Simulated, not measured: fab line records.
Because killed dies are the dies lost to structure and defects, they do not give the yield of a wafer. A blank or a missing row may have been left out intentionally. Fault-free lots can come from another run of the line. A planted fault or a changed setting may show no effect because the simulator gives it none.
Which of the tools did it? ; flow gf180mcu ; 11 lots with 33 wafers sampled at 3 steps, on a route of 602 steps

WHAT THE GAUGES SHOWED, per wafer
GF_V4_OVL_MEAS_15. Usual: for V4_OVL the level is 0 nm and the standard deviation is 5.7.
lot;measured;on;V4_OVL (nm);flag
L177;day 24 13:05;overlay-02;4 -5 -2;
L179;day 25 11:28;overlay-01;10 9 1;
L180;day 25 16:36;overlay-01;-2 -1 1;
L181;day 26 07:30;overlay-01;2 8 4;
L184;day 26 20:57;overlay-02;-3 -2 -2;
L185;day 27 07:59;overlay-02;9 7 7;
L190;day 28 16:02;overlay-02;-6 0 -3;
L192;day 29 02:38;overlay-02;31 35 29 27 33 27;OFF
L193;day 29 12:23;overlay-02;40 48 37 37 43 35;OFF
L198;day 30 21:18;overlay-01;9 10 7;
L199;day 31 01:43;overlay-02;-6 -7 -5;

EACH LOT AND THE TOOL THAT RAN IT (in order: tool; ch and the chambers of the sampled wafers; start)
lot;GF_M4_STRIP_17;GF_V4_EXPOSE_11
L177;plasma_asher-01 ch 0,1, day 23 13:38;krf_scanner-01 ch 0, day 24 01:35
L179;plasma_asher-02 ch 0,1, day 24 12:29;krf_scanner-02 ch 0, day 25 00:10
L180;plasma_asher-01 ch 0, day 24 18:07;krf_scanner-02 ch 0, day 25 05:58
L181;plasma_asher-02 ch 0,1, day 25 08:43;krf_scanner-02 ch 0, day 25 20:21
L184;plasma_asher-04 ch 0,1, day 25 22:43;krf_scanner-02 ch 0, day 26 11:03
L185;plasma_asher-02 ch 0,1, day 26 10:14;krf_scanner-01 ch 0, day 26 21:39
L190;plasma_asher-04 ch 0,1, day 27 18:31;krf_scanner-01 ch 0, day 28 06:24
L192;plasma_asher-01 ch 0,1, day 28 06:29;krf_scanner-02 ch 0, day 28 16:59
L193;plasma_asher-01 ch 0,1, day 28 16:45;krf_scanner-02 ch 0, day 29 03:29
L198;plasma_asher-02 ch 0,1, day 30 01:28;krf_scanner-01 ch 0, day 30 11:45
L199;plasma_asher-02 ch 0,1, day 30 06:35;krf_scanner-01 ch 0, day 30 16:56
- GF_M4_STRIP_17: strips in O2/N2.
- GF_V4_EXPOSE_11: exposes mask Via4, target cd 260 nm.

WHAT THE TOOLS THEMSELVES READ (means of the sampled wafers that have a number; where no wafer has one, the mark that the record gives instead)
GF_M4_STRIP_17. Usual: drypump_motor_current_A 5.5 A, standard deviation 0.39; heater_power_w 320 W, standard deviation 36; oes_product_au 0.559 a.u., standard deviation 0.0058; strip_time_to_endpoint_s 7.88 s, standard deviation 0.067.
lot;tool;drypump_motor_current_A (A);heater_power_w (W);oes_product_au (a.u.);strip_time_to_endpoint_s (s);flag
L177;plasma_asher-01;5.9;356;0.564;7.89;
L179;plasma_asher-02;5.4;330;0.558;7.92;
L180;plasma_asher-01;5.7;383;0.556;7.88;
L181;plasma_asher-02;5.2;315;0.555;7.80;
L184;plasma_asher-04;5.4;298;0.562;7.90;
L185;plasma_asher-02;5.4;332;0.558;7.84;
L190;plasma_asher-04;5.4;298;0.565;7.91;
L192;plasma_asher-01;6.0;323;0.564;7.92;
L193;plasma_asher-01;6.0;320;0.552;7.81;
L198;plasma_asher-02;5.2;315;0.559;7.82;
L199;plasma_asher-02;5.4;335;0.552;7.79;

GF_V4_EXPOSE_11. Usual: reticle_temp_C 22.99 C, standard deviation 0.11.
lot;tool;reticle_temp_C (C);flag
L177;krf_scanner-01;22.90;
L179;krf_scanner-02;22.97;
L180;krf_scanner-02;23.06;
L181;krf_scanner-02;23.11;
L184;krf_scanner-02;22.96;
L185;krf_scanner-01;23.01;
L190;krf_scanner-01;22.95;
L192;krf_scanner-02;23.01;
L193;krf_scanner-02;23.05;
L198;krf_scanner-01;23.04;
L199;krf_scanner-01;22.95;

THE ANSWER, worked out from the rows above alone
Rule: a lot is off if the mean of its wafers that have a number lies more than 3 standard deviations from the usual mean. Also off: a lot with no number at a reading for which 4 or more lots have one. Where the step has rows for the other lots, those lots are counted as sound. First the gauges in route order, then the tools' own readings, where a lot's mean is used as printed above. The first step at which some lot is off is used, and at that step the reading that is off furthest; a lot without a number counts as furthest.
Off: at GF_V4_OVL_MEAS_15 (V4_OVL), L192, L193.
A tool fits if, at a process step before that reading, it ran every lot that is off, and no sound lot after the first of them. Gauges at GF_V4_OVL_MEAS_15: tried the same way as those tools. Can't be told from this: 2 tools fit, plasma_asher-01 at GF_M4_STRIP_17, krf_scanner-02 at GF_V4_EXPOSE_11.

WHAT THE SIMULATOR HAD PUT IN
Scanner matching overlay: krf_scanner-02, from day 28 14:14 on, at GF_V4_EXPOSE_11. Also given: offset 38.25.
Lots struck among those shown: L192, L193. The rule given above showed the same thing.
